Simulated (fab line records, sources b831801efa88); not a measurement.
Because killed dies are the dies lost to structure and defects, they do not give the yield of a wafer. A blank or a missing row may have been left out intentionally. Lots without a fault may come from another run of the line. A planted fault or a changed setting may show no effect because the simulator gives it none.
Which of the tools did it? / flow sky130 / 14 lots, 42 wafers sampled, at 4 steps of a route of 708

WHAT EACH GAUGE READ, for each wafer
SKY_NWELL_RS_MEAS_29: a four-point-probe measurement. Usual: for NWELL_RS the level is 624.3 ohm/sq and the standard deviation is 1.6.
lot=L998; measured=day 5 11:48; on=film metro-02; NWELL_RS (ohm/sq)=625.9 625.5 624.0; flag=
lot=L999; measured=day 5 15:59; on=film metro-04; NWELL_RS (ohm/sq)=623.1 625.4 625.6; flag=
lot=L100; measured=day 5 18:36; on=film metro-02; NWELL_RS (ohm/sq)=624.5 622.3 621.9; flag=
lot=L104; measured=day 6 19:11; on=film metro-01; NWELL_RS (ohm/sq)=624.4 622.9 623.3; flag=
lot=L107; measured=day 7 14:33; on=film metro-01; NWELL_RS (ohm/sq)=627.2 628.2 628.6; flag=
lot=L110; measured=day 8 06:59; on=film metro-01; NWELL_RS (ohm/sq)=624.6 625.6 623.7; flag=
lot=L111; measured=day 8 13:00; on=film metro-04; NWELL_RS (ohm/sq)=625.0 624.9 625.5; flag=
lot=L115; measured=day 9 16:41; on=film metro-01; NWELL_RS (ohm/sq)=624.7 625.5 625.1; flag=
lot=L116; measured=day 9 22:38; on=film metro-01; NWELL_RS (ohm/sq)=621.4 621.2 623.8; flag=
lot=L117; measured=day 10 06:28; on=film metro-01; NWELL_RS (ohm/sq)=625.0 625.6 626.3; flag=
lot=L118; measured=day 10 12:57; on=film metro-02; NWELL_RS (ohm/sq)=625.3 624.8 625.8; flag=
lot=L119; measured=day 10 14:31; on=film metro-02; NWELL_RS (ohm/sq)=622.8 625.1 625.1; flag=
lot=L120; measured=day 10 22:20; on=film metro-01; NWELL_RS (ohm/sq)=623.3 622.6 623.1; flag=
lot=L121; measured=day 11 04:10; on=film metro-02; NWELL_RS (ohm/sq)=622.2 624.0 625.9; flag=

SKY_VT_ADJUST_PCH_OVL_MEAS_07. Usual: for VT_ADJUST_PCH_OVL the level is 0.6 nm and the standard deviation is 1.2.
lot=L998; measured=day 10 13:33; on=overlay-01; VT_ADJUST_PCH_OVL (nm)=1.2 0.5 1.8; flag=
lot=L999; measured=day 10 17:44; on=overlay-01; VT_ADJUST_PCH_OVL (nm)=-1.0 0.3 0.8; flag=
lot=L100; measured=day 10 22:09; on=overlay-01; VT_ADJUST_PCH_OVL (nm)=0.1 1.1 2.3; flag=
lot=L104; measured=day 12 05:17; on=overlay-01; VT_ADJUST_PCH_OVL (nm)=1.4 1.5 1.0; flag=
lot=L107; measured=day 13 04:41; on=overlay-01; VT_ADJUST_PCH_OVL (nm)=-0.6 1.4 0.5; flag=
lot=L110; measured=day 14 03:26; on=overlay-02; VT_ADJUST_PCH_OVL (nm)=-0.1 1.0 1.2; flag=
lot=L111; measured=day 14 08:29; on=overlay-01; VT_ADJUST_PCH_OVL (nm)=2.2 0.6 2.9; flag=
lot=L115; measured=day 15 21:11; on=overlay-02; VT_ADJUST_PCH_OVL (nm)=1.1 3.1 0.1; flag=
lot=L116; measured=day 16 04:31; on=overlay-02; VT_ADJUST_PCH_OVL (nm)=0.5 1.6 0.2; flag=
lot=L117; measured=day 16 16:41; on=overlay-01; VT_ADJUST_PCH_OVL (nm)=0.3 0.6 -2.0; flag=
lot=L118; measured=day 16 23:26; on=overlay-01; VT_ADJUST_PCH_OVL (nm)=-0.2 0.8 1.9; flag=
lot=L119; measured=day 17 01:30; on=overlay-01; VT_ADJUST_PCH_OVL (nm)=-0.6 1.7 2.2; flag=
lot=L120; measured=day 17 12:01; on=overlay-02; VT_ADJUST_PCH_OVL (nm)=1.2 1.0 2.8; flag=
lot=L121; measured=day 17 17:09; on=overlay-01; VT_ADJUST_PCH_OVL (nm)=0.9 0.9 0.5; flag=

EACH LOT AND THE TOOL THAT RAN IT (in order: tool; ch and the chambers of the sampled wafers; start)
lot=L998; SKY_VT_ADJUST_LVTN_DEVELOP_17=litho track-03 ch 0, day 7 20:24; SKY_VT_ADJUST_HVTR_STRIP_10=plasma asher-03 ch 0,1, day 9 15:29
lot=L999; SKY_VT_ADJUST_LVTN_DEVELOP_17=litho track-02 ch 0, day 8 01:46; SKY_VT_ADJUST_HVTR_STRIP_10=plasma asher-03 ch 0,1, day 9 20:05
lot=L100; SKY_VT_ADJUST_LVTN_DEVELOP_17=litho track-03 ch 0, day 8 05:06; SKY_VT_ADJUST_HVTR_STRIP_10=plasma asher-03 ch 0,1, day 10 01:06
lot=L104; SKY_VT_ADJUST_LVTN_DEVELOP_17=litho track-02 ch 0, day 9 08:35; SKY_VT_ADJUST_HVTR_STRIP_10=plasma asher-03 ch 0,1, day 11 05:26
lot=L107; SKY_VT_ADJUST_LVTN_DEVELOP_17=litho track-02 ch 0, day 10 05:43; SKY_VT_ADJUST_HVTR_STRIP_10=plasma asher-03 ch 0, day 12 03:32
lot=L110; SKY_VT_ADJUST_LVTN_DEVELOP_17=litho track-03, day 11 00:50; SKY_VT_ADJUST_HVTR_STRIP_10=plasma asher-03 ch 0,1, day 13 02:06
lot=L111; SKY_VT_ADJUST_LVTN_DEVELOP_17=litho track-02, day 11 05:40; SKY_VT_ADJUST_HVTR_STRIP_10=plasma asher-03 ch 0,1, day 13 07:21
lot=L115; SKY_VT_ADJUST_LVTN_DEVELOP_17=litho track-02 ch 0, day 12 14:17; SKY_VT_ADJUST_HVTR_STRIP_10=plasma asher-02 ch 0,1, day 14 18:06
lot=L116; SKY_VT_ADJUST_LVTN_DEVELOP_17=litho track-03 ch 0, day 12 20:29; SKY_VT_ADJUST_HVTR_STRIP_10=plasma asher-01 ch 0, day 15 01:17
lot=L117; SKY_VT_ADJUST_LVTN_DEVELOP_17=litho track-03 ch 0, day 13 06:20; SKY_VT_ADJUST_HVTR_STRIP_10=plasma asher-03 ch 0,1, day 15 12:22
lot=L118; SKY_VT_ADJUST_LVTN_DEVELOP_17=litho track-04 ch 0, day 13 13:01; SKY_VT_ADJUST_HVTR_STRIP_10=plasma asher-02 ch 0,1, day 15 19:06
lot=L119; SKY_VT_ADJUST_LVTN_DEVELOP_17=litho track-03 ch 0, day 13 15:35; SKY_VT_ADJUST_HVTR_STRIP_10=plasma asher-02 ch 0,1, day 15 20:55
lot=L120; SKY_VT_ADJUST_LVTN_DEVELOP_17=litho track-02 ch 0, day 14 00:50; SKY_VT_ADJUST_HVTR_STRIP_10=plasma asher-03 ch 1, day 16 07:33
lot=L121; SKY_VT_ADJUST_LVTN_DEVELOP_17=litho track-02 ch 0, day 14 05:55; SKY_VT_ADJUST_HVTR_STRIP_10=plasma asher-03 ch 0,1, day 16 12:51
- SKY_VT_ADJUST_LVTN_DEVELOP_17: develop time 60 s.
- SKY_VT_ADJUST_HVTR_STRIP_10: strips in O2/N2.

AS READ BY THE TOOLS THEMSELVES (means over the sampled wafers that have a number; for cases with no such wafer, the mark the record gives instead)
SKY_VT_ADJUST_LVTN_DEVELOP_17. Usual: chill plate temp C 22.99 C, standard deviation 0.11; developer temp C 23.02 C, standard deviation 0.1.
lot=L998; tool=litho track-03; chill plate temp C (C)=23.05; developer temp C (C)=23.16; flag=
lot=L999; tool=litho track-02; chill plate temp C (C)=23.15; developer temp C (C)=22.99; flag=
lot=L100; tool=litho track-03; chill plate temp C (C)=22.90; developer temp C (C)=22.91; flag=
lot=L104; tool=litho track-02; chill plate temp C (C)=22.98; developer temp C (C)=22.92; flag=
lot=L107; tool=litho track-02; chill plate temp C (C)=22.92; developer temp C (C)=23.04; flag=
lot=L110; tool=litho track-03; chill plate temp C (C)=-; developer temp C (C)=-; flag=OFF
lot=L111; tool=litho track-02; chill plate temp C (C)=-; developer temp C (C)=-; flag=OFF
lot=L115; tool=litho track-02; chill plate temp C (C)=22.88; developer temp C (C)=23.03; flag=
lot=L116; tool=litho track-03; chill plate temp C (C)=22.98; developer temp C (C)=22.96; flag=
lot=L117; tool=litho track-03; chill plate temp C (C)=23.03; developer temp C (C)=22.95; flag=
lot=L118; tool=litho track-04; chill plate temp C (C)=23.00; developer temp C (C)=23.04; flag=
lot=L119; tool=litho track-03; chill plate temp C (C)=22.94; developer temp C (C)=22.95; flag=
lot=L120; tool=litho track-02; chill plate temp C (C)=23.01; developer temp C (C)=23.02; flag=
lot=L121; tool=litho track-02; chill plate temp C (C)=23.16; developer temp C (C)=22.97; flag=

SKY_VT_ADJUST_HVTR_STRIP_10. Usual: drypump motor current A 5.63 A, standard deviation 0.27; oes product au 0.716 a.u., standard deviation 0.0047; strip time to endpoint s 14.21 s, standard deviation 0.039.
lot=L998; tool=plasma asher-03; drypump motor current A (A)=5.61; oes product au (a.u.)=0.711; strip time to endpoint s (s)=14.22; flag=
lot=L999; tool=plasma asher-03; drypump motor current A (A)=5.59; oes product au (a.u.)=0.717; strip time to endpoint s (s)=14.22; flag=
lot=L100; tool=plasma asher-03; drypump motor current A (A)=5.57; oes product au (a.u.)=0.714; strip time to endpoint s (s)=14.18; flag=
lot=L104; tool=plasma asher-03; drypump motor current A (A)=5.60; oes product au (a.u.)=0.719; strip time to endpoint s (s)=14.23; flag=
lot=L107; tool=plasma asher-03; drypump motor current A (A)=5.52; oes product au (a.u.)=0.714; strip time to endpoint s (s)=14.21; flag=
lot=L110; tool=plasma asher-03; drypump motor current A (A)=5.56; oes product au (a.u.)=0.712; strip time to endpoint s (s)=14.22; flag=
lot=L111; tool=plasma asher-03; drypump motor current A (A)=5.59; oes product au (a.u.)=0.717; strip time to endpoint s (s)=14.18; flag=
lot=L115; tool=plasma asher-02; drypump motor current A (A)=5.83; oes product au (a.u.)=0.717; strip time to endpoint s (s)=14.16; flag=
lot=L116; tool=plasma asher-01; drypump motor current A (A)=5.02; oes product au (a.u.)=0.713; strip time to endpoint s (s)=14.18; flag=
lot=L117; tool=plasma asher-03; drypump motor current A (A)=5.58; oes product au (a.u.)=0.717; strip time to endpoint s (s)=14.19; flag=
lot=L118; tool=plasma asher-02; drypump motor current A (A)=5.94; oes product au (a.u.)=0.722; strip time to endpoint s (s)=14.23; flag=
lot=L119; tool=plasma asher-02; drypump motor current A (A)=5.95; oes product au (a.u.)=0.715; strip time to endpoint s (s)=14.17; flag=
lot=L120; tool=plasma asher-03; drypump motor current A (A)=5.60; oes product au (a.u.)=0.711; strip time to endpoint s (s)=14.13; flag=
lot=L121; tool=plasma asher-03; drypump motor current A (A)=5.56; oes product au (a.u.)=0.709; strip time to endpoint s (s)=14.21; flag=

THE ANSWER, worked out from the rows above alone
Rule: take the mean of a lot's wafers that have a number; if it is more than 3 standard deviations from the usual mean, the lot is off. A lot without any number at a reading at which 4 lots or more have one is off too. Where the step has rows for the other lots, those lots are counted as sound. The gauges are gone through in route order, then the tools' own readings, and for those a lot's mean is taken as printed above. At the first step where some lot is off, the reading lying furthest off is the one used; lots without a number count as furthest.
Off: L110, L111, at SKY_VT_ADJUST_LVTN_DEVELOP_17 (chill plate temp C). Without a number there: L110, L111.
A tool fits if, at that step or a process step before it, it ran every lot that is off, and no sound lot after the first of them. Not one of the candidates tried fits.

WHAT HAD BEEN PUT IN BY THE SIMULATOR
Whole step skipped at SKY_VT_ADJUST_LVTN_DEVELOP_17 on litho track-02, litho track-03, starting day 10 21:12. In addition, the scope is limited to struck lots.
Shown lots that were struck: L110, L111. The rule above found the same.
